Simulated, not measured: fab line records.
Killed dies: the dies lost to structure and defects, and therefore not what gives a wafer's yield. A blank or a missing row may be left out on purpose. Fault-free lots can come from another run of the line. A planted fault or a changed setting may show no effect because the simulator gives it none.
Problem report, 8D (eight disciplines) form, completed by code	flow sky130	the parts of the form that need people (team, actions taken, sign-off) are left out

## 1. WHAT IS WRONG
stripTimeToEndpointS at SKY_CONTACT_STRIP_19 reads a mean of 3.735 s on 1 wafer of 1 lot; wafers without a fault read 3.611 s with a standard deviation of 0.023. That is +5.4 standard deviations from the usual mean.
The step: strips in O2/N2.
Seen first at day 36 19:04 on plasmaAsher-01, wafer L892.5. The record has a number at this step for 37 wafers belonging to 13 lots. Rule for "out" (also "out of limits"): further than 4 standard deviations from the usual mean. The rest of the wafers with a number are treated as sound.

## 2. WHAT IT IS, AND WHAT IT ISN'T
question	is	is not
which readings at this step	stripTimeToEndpointS	chamberPressureMTorr, drypumpMotorCurrentA, oesProductAu
which lots	L892	L879, L880, L881, L882, L885, L886, L888, L889, L890, L894, L896, L902
which wafers of those lots	all that have a number	-
read on which tools	plasmaAsher-01	plasmaAsher-03, plasmaAsher-04
when	from day 36 19:04	up to then (30 sound wafers); but 6 sound wafers of L896, L902 came after

## 3. THE SUSPECTS, EACH WITH WHAT RULES IT OUT
Counting: any tool at a process step up to the reading is kept as a suspect provided that every lot that is out went through it and no sound lot did after the first of them.
- plasmaAsher-01 at SKY_CONTACT_STRIP_19 (strips in O2/N2): kept. It ran the lot that is out, L892 (day 36 19:04), and no sound lot after that; its last sound lot up to then is L889 (day 35 03:41). Its own readings are out on those wafers: stripTimeToEndpointS.
After counting, what remains is plasmaAsher-01 at SKY_CONTACT_STRIP_19.

## 4. THE CAUSE (what the simulator had put in)
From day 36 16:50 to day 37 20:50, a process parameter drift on plasmaAsher-01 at SKY_CONTACT_STRIP_19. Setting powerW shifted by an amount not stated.
After counting, this tool was the only one left.

## 5. THE CHAIN OF EFFECTS, in route order
One row per reading whose mean, taken over the struck wafers that have a number, lies over 3 standard deviations from the usual. Only readings for which the record gives a usual standard deviation are gone through. hours: the time from each lot's start at the first step in this table that gives one to its start at this step, as a median over the lots. sigmas: the change in usual standard deviations.
hours	step	reading	usual	on struck wafers	change	sigmas
0	SKY_CONTACT_STRIP_19	stripTimeToEndpointS	3.611 s	3.735	+0.124	+5.4
The process steps in it:
- SKY_CONTACT_STRIP_19: strips in O2/N2.
At these later measuring or inspecting steps, every struck wafer for which the step has a row has a number for every such reading, and none has moved that far: SKY_METAL1_CD_MEAS_15.

## 6. WHAT WOULD HAVE CAUGHT IT SOONER
In this record the first reading out of limits was taken at day 36 19:04, 2 hours after the fault began at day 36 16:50.
